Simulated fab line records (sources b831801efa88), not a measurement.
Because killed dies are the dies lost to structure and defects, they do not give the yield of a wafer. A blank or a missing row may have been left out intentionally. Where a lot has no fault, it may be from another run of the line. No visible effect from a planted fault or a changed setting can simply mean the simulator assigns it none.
The tool behind it: which one? + flow gf180mcu + 13 lots with 39 wafers sampled at 3 steps, on a route of 602 steps

WHAT THE GAUGES READ, wafer by wafer
GF_V3_OVL_MEAS_15. Usual: V3_OVL gives 2 nm (standard deviation 5.2).
| lot  | measured     | on         | V3_OVL (nm) | flag |
|------|--------------|------------|-------------|------|
| L471 | day 22 08:16 | overlay-02 | -2 8 9      |      |
| L472 | day 22 16:52 | overlay-01 | -7 -4 -8    |      |
| L474 | day 23 11:02 | overlay-02 | -2 3 4      |      |
| L476 | day 24 05:20 | overlay-01 | 1 -12 -2    |      |
| L477 | day 24 18:15 | overlay-02 | -3 2 9      |      |
| L479 | day 25 06:10 | overlay-02 | 7 3 8       |      |
| L480 | day 25 19:35 | overlay-01 | -1 0 0      |      |
| L486 | day 27 10:18 | overlay-01 | 0 1 -1      |      |
| L487 | day 27 15:35 | overlay-02 | 1 -10 -5    |      |
| L488 | day 27 22:07 | overlay-02 | -1 -2 7     |      |
| L490 | day 28 10:44 | overlay-02 | 1 12 12     |      |
| L491 | day 28 14:43 | overlay-02 | -4 4 6      |      |
| L494 | day 29 08:42 | overlay-01 | -8 1 4      |      |

WHICH TOOL RAN EACH LOT (tool, then ch and the chambers of the sampled wafers, then the start)
| lot  | GF_M3_METAL_ETCH_16               | GF_V3_CVD_02                    |
|------|-----------------------------------|---------------------------------|
| L471 | rie-metal-04 ch 0,1, day 21 07:11 | pecvd-04 ch 1,2, day 21 08:02   |
| L472 | rie-metal-04 ch 0,1, day 21 16:43 | pecvd-01 ch 1,2, day 21 17:32   |
| L474 | rie-metal-01 ch 0,1, day 22 11:10 | pecvd-01 ch 1,2, day 22 11:57   |
| L476 | rie-metal-01 ch 0, day 23 05:02   | pecvd-01 ch 0,2, day 23 05:55   |
| L477 | rie-metal-04 ch 1, day 23 18:19   | pecvd-01 ch 0,1,2, day 23 19:13 |
| L479 | rie-metal-03 ch 0,1, day 24 06:19 | pecvd-01 ch 0,1,2, day 24 07:06 |
| L480 | rie-metal-04 ch 1, day 24 21:07   | pecvd-03 ch 1,2, day 24 21:58   |
| L486 | rie-metal-04 ch 1, day 26 11:50   | pecvd-01 ch 0,2, day 26 12:44   |
| L487 | rie-metal-03 ch 0,1, day 26 18:02 | pecvd-01 ch 0,1,2, day 26 18:50 |
| L488 | rie-metal-03 ch 0,1, day 27 00:28 | pecvd-01 ch 0,1,2, day 27 01:15 |
| L490 | rie-metal-01 ch 0,1, day 27 13:16 | pecvd-03 ch 0,1,2, day 27 14:01 |
| L491 | rie-metal-04 ch 0,1, day 27 17:14 | pecvd-01 ch 1,2, day 27 18:01   |
| L494 | rie-metal-01 ch 0,1, day 28 12:04 | pecvd-04 ch 0,1,2, day 28 12:50 |
- GF_M3_METAL_ETCH_16: etches the open film in Cl2/BCl3, stops on SiO2, target depth 627.5 nm, time 104.6 s.
- GF_V3_CVD_02: deposits SiO2 from TEOS, target thk 850 nm, time 94.851 s.

AS READ BY THE TOOLS THEMSELVES (means over the sampled wafers that have a number; for cases with no such wafer, the mark the record gives instead)
GF_M3_METAL_ETCH_16. Usual: bcl3-flow-sccm 40.01 sccm, standard deviation 0.11; bias-w 139.9 W, standard deviation 0.44; drypump-motor-current-A 5.9 A, standard deviation 0.47; oes-product-au 0.975 a.u., standard deviation 0.0069; throttle-valve-pct 28.248 %, standard deviation 0.011.
| lot  | tool         | bcl3-flow-sccm (sccm) | bias-w (W) | drypump-motor-current-A (A) | oes-product-au (a.u.) | throttle-valve-pct (%) | flag |
|------|--------------|-----------------------|------------|-----------------------------|-----------------------|------------------------|------|
| L471 | rie-metal-04 | 40.00                 | 139.8      | 5.6                         | 0.978                 | 28.239                 |      |
| L472 | rie-metal-04 | 40.12                 | 139.7      | 5.7                         | 0.971                 | 28.266                 |      |
| L474 | rie-metal-01 | 40.01                 | 139.9      | 6.4                         | 0.975                 | 28.246                 |      |
| L476 | rie-metal-01 | 40.00                 | 139.7      | 6.6                         | 0.978                 | 28.244                 |      |
| L477 | rie-metal-04 | 39.94                 | 139.5      | 5.6                         | 0.979                 | 28.254                 |      |
| L479 | rie-metal-03 | 40.09                 | 140.2      | 5.5                         | 0.980                 | 28.248                 |      |
| L480 | rie-metal-04 | 39.99                 | 139.8      | 5.6                         | 0.983                 | 28.238                 |      |
| L486 | rie-metal-04 | 39.99                 | 139.5      | 5.6                         | 0.967                 | 28.261                 |      |
| L487 | rie-metal-03 | 40.06                 | 139.7      | 5.9                         | 0.971                 | 28.248                 |      |
| L488 | rie-metal-03 | 39.99                 | 140.0      | 5.8                         | 0.975                 | 28.238                 |      |
| L490 | rie-metal-01 | 40.00                 | 140.1      | 6.4                         | 0.984                 | 28.244                 |      |
| L491 | rie-metal-04 | 40.04                 | 140.3      | 5.7                         | 0.970                 | 28.249                 |      |
| L494 | rie-metal-01 | 40.00                 | 139.9      | 6.4                         | 0.978                 | 28.238                 |      |

GF_V3_CVD_02. Usual: heater-power-w at 690 W, with a standard deviation of 94.
| lot  | tool     | heater-power-w (W) | flag |
|------|----------|--------------------|------|
| L471 | pecvd-04 | 698                |      |
| L472 | pecvd-01 | 697                |      |
| L474 | pecvd-01 | 632                |      |
| L476 | pecvd-01 | 794                |      |
| L477 | pecvd-01 | 761                |      |
| L479 | pecvd-01 | 709                |      |
| L480 | pecvd-03 | 629                |      |
| L486 | pecvd-01 | 741                |      |
| L487 | pecvd-01 | 720                |      |
| L488 | pecvd-01 | 708                |      |
| L490 | pecvd-03 | 659                |      |
| L491 | pecvd-01 | 635                |      |
| L494 | pecvd-04 | 685                |      |

THE ANSWER, worked out from the rows above alone
Rule: take the mean of a lot's wafers that have a number; if it is more than 3 standard deviations from the usual mean, the lot is off. A lot without any number at a reading at which 4 lots or more have one is off too. All remaining lots with rows at the step are treated as sound. First the gauges in route order, then the tools' own readings, where a lot's mean is used as printed above. At the first step where some lot is off, the reading lying furthest off is the one used; lots without a number count as furthest.
None of the lots is off at any reading shown; this tells nothing.

WHAT HAD BEEN PUT IN BY THE SIMULATOR
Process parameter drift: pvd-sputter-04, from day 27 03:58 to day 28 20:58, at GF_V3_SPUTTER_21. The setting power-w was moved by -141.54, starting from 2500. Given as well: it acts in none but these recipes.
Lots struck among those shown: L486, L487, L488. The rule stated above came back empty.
